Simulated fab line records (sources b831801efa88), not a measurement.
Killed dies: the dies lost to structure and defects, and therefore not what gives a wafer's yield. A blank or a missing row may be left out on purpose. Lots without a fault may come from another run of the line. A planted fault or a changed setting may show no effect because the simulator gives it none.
Struck lot and sound lot, side by side + flow sky130 + 15 steps out of a route of 708
Sound: these wafers, L380.3, L380.5, L380.6. Wafers L379.1, L379.3, L379.5 were the ones struck. The cause is given at the end.
Order at every step that has rows: each side's tool, ch and its chambers, its first start. Under that, the readings that differ: sound wafers + struck wafers + difference of the means + sigmas: that difference in standard deviations of wafers without a fault.
alike: words and numbers the same on both sides, and readings whose means are apart by under 2 such deviations; not compared: readings that were withheld, readings missing a value for some wafer, numbers with overlapping values and no deviation given by the record, and bounds like >300 which may hide the same value.
The two part at a step that has a row with sigmas, a row that says differs or no value, or rows on one side only. Numbers that have no deviation but don't overlap get no sigmas and don't part them. A reading that every wafer of one side lacks parts them only if that side has two wafers or more.

first, 2 steps without rows for these wafers: SKY_VIA4_PEB_09; SKY_VIA4_DEVELOP_10 (develop time 60 s).
SKY_VIA4_OVL_MEAS_11:
  sound on overlay-02 at day 46 22:52; struck on overlay-02 at day 46 20:02
  alike: VIA4_OVL
SKY_VIA4_ETCH_12: etches SiO2 in C4F8/O2/Ar, stops on TiN, target depth 580 nm.
  sound on rie diel-03 ch 2,3, day 46 22:53; struck on rie diel-01 ch 1,2,3, day 46 20:05
  alike: chamber pressure mTorr, oes product au
SKY_VIA4_STRIP_13: strips in O2/N2.
  sound on plasma asher-04 ch 0,1, day 46 23:00; struck on plasma asher-03 ch 0,1, day 46 20:09
  alike: chamber pressure mTorr, drypump motor current A, n2 flow sccm, oes product au, strip time to endpoint s
  not compared: rf hours counter h
then, 3 steps without rows for these wafers: SKY_VIA4_STRIP_14 (strips in post etch residue remover, time 1200 s); SKY_VIA4_CLEAN_15 (cleans in IPA, time 180 s); SKY_VIA4_CLEAN_16 (cleans in O3/DIW).
SKY_VIA4_SPUTTER_17: material TiN, target thk 20 nm, time 80 s.
  sound on pvd sputter-04 at day 46 23:34; struck on pvd sputter-02 at day 46 20:54
  alike: throttle valve pct
SKY_VIA4_CVD_18: deposits W, target thk 505 nm, time 152.14 s.
  sound on cvd w-01 ch 0,1, day 46 23:40; struck on cvd w-01 ch 0,1, day 46 20:58
  alike: heater power w
  not compared: since wet clean h
SKY_VIA4_RS_MEAS_19: a four-point-probe measurement.
  sound on film metro-01 at day 46 23:49; struck on film metro-01 at day 46 21:07
  alike: VIA4_W_RS
SKY_VIA4_THK_MEAS_20: measures by xrf.
  sound on film metro-01 at day 46 23:55; struck on film metro-01 at day 46 21:14
  alike: VIA4_W_THK
SKY_VIA4_CMP_21: polishes, stops on SiO2, t overpolish 25 s, target thk 0 nm.
  sound on cmp-02 ch 0,1,2, day 47 00:06; struck on cmp-01 ch 0,1,3, day 46 21:34
| reading                | sound             | struck            | difference | sigmas      |
|------------------------|-------------------|-------------------|------------|-------------|
| platen rpm (rpm)       | 60.01 60.00 59.93 | 65.98 66.00 65.93 | +5.99      | +99 or more |
| time to endpoint s (s) | 120 120 119       | 110 107 107       | -12        | -3          |
  alike: motor current A, overpolish run s, slurry filter dp kPa
SKY_METAL5_SPUTTER_00: material Ti, target thk 15 nm, time 10 s.
  sound on pvd sputter-04 at day 47 00:15; struck on pvd sputter-01 at day 46 21:52
  alike: throttle valve pct
-- the record jumps here: 3 days lie between the struck wafers' starts before and after (it left off in module METAL5 and takes up again in module PAD_OPEN, whose first step shown is number 708 of the route) --
SKY_PAD_OPEN_PROBE_99:
  sound on prober-01 at day 49 13:13; struck on prober-02 at day 49 11:07
  alike: defect limited yield, killed_at_M0_to_M3, killed_at_M4_up, killed at contacts, killed at front end, killed at other, killed dies, killed open, killed short, sort_bin_3_pad_short, sort_bin_5_function, sort_bin_6_memory, sort n pass, sort yield pct

WHERE THEY PART
Within this record, at SKY_VIA4_CMP_21 only. Later steps at which nothing parts them and some readings are alike: SKY_METAL5_SPUTTER_00, SKY_PAD_OPEN_PROBE_99.

WHY: the cause the simulator had injected
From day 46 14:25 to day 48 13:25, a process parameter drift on cmp-01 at SKY_VIA4_CMP_21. Setting platen rpm shifted by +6 from 60. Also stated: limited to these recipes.
